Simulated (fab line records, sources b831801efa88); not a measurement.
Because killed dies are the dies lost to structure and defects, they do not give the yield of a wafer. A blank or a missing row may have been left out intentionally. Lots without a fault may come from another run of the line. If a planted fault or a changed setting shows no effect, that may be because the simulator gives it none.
2 desks, one fault    flow gf180mcu    every desk sees just its own numbers, and what lay behind them comes last

THE METROLOGY DESK
What the gauges read, lot by lot, whatever tool the lot ran on: means of the sampled wafers that have a number. If a lot's mean is further than 4 standard deviations from the usual mean, the lot is out of limits and carries the mark OUT (the distance appears in the brackets).
Columns: A = VT_IMPLANT_OVL at GF_VT_IMPLANT_OVL_MEAS_07, usual 0.1 nm; B = PSD_OVL at GF_PSD_OVL_MEAS_08, usual 0.8 nm; C = cd-nm at GF_M1_CD_MEAS_14, usual 230.1 nm
lot   first seen here  A     B     C
L725  day 5 15:25      -0.4  2.7   229.5
L726  day 5 19:34      -1.5  1.2   231.6
L727  day 6 04:28      -0.6  0.2   229.0
L735  day 8 11:26      0.7   0.9   229.3
L737  day 8 17:58      -0.8  0.6   231.8
L738  day 9 00:10      -0.5  2.2   230.1
L739  day 9 06:37      0.1   1.9   229.4
L741  day 9 18:44      0.4   -0.5  229.8
L742  day 10 00:52     -0.2  0.9   231.8
L744  day 10 12:31     -0.7  1.4   232.4
L745  day 10 19:02     -1.8  -0.9  230.0
L746  day 10 22:41     0.8   -1.2  231.6
L747  day 11 06:29     1.9   0.8   231.0
L748  day 11 14:43     -1.2  1.9   231.3
Result from this desk: across the 14 lots, nothing is out of limits.

AT THE TOOL OWNER'S DESK: litho-track-03
The tool's own readings at GF_HV_LDD_COAT_41 (resist thk 1000 nm): means of the sampled wafers that have a number, for each lot that ran on this tool. If a lot's mean is further than 4 standard deviations from the usual mean, the lot is out of limits and carries the mark OUT (the distance appears in the brackets).
Columns: A = spin-speed-rpm at GF_HV_LDD_COAT_41, usual 2999.6 rpm
lot   first seen here  A
L735  day 15 11:44     2877.0 (-65) OUT
L737  day 16 01:26     2875.5 (-65) OUT
L747  day 19 05:47     3000.4
L748  day 19 16:22     2997.7
This desk's finding: out of limits on L735, L737; first on L735, day 15 11:44 (spin-speed-rpm at GF_HV_LDD_COAT_41). Within limits: L747, L748.

PUT TOGETHER
On L735, L737, at day 15 11:44, an alarm was possible from the tool owner's desk.
Metrology desk: nothing out of limits seen.
The metrology desk has L735, L737 on record, within its limits.
Of the lots named, all ran GF_HV_LDD_COAT_41 on litho-track-03.

WHAT THE SIMULATOR HAD PUT IN
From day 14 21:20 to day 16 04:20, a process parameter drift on litho-track-03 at GF_HV_LDD_COAT_41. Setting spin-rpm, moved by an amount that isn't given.
Shown lots that were struck: L735, L737.
Each desk's first reading out of limits, in hours after the fault started: the tool owner's desk, 14.
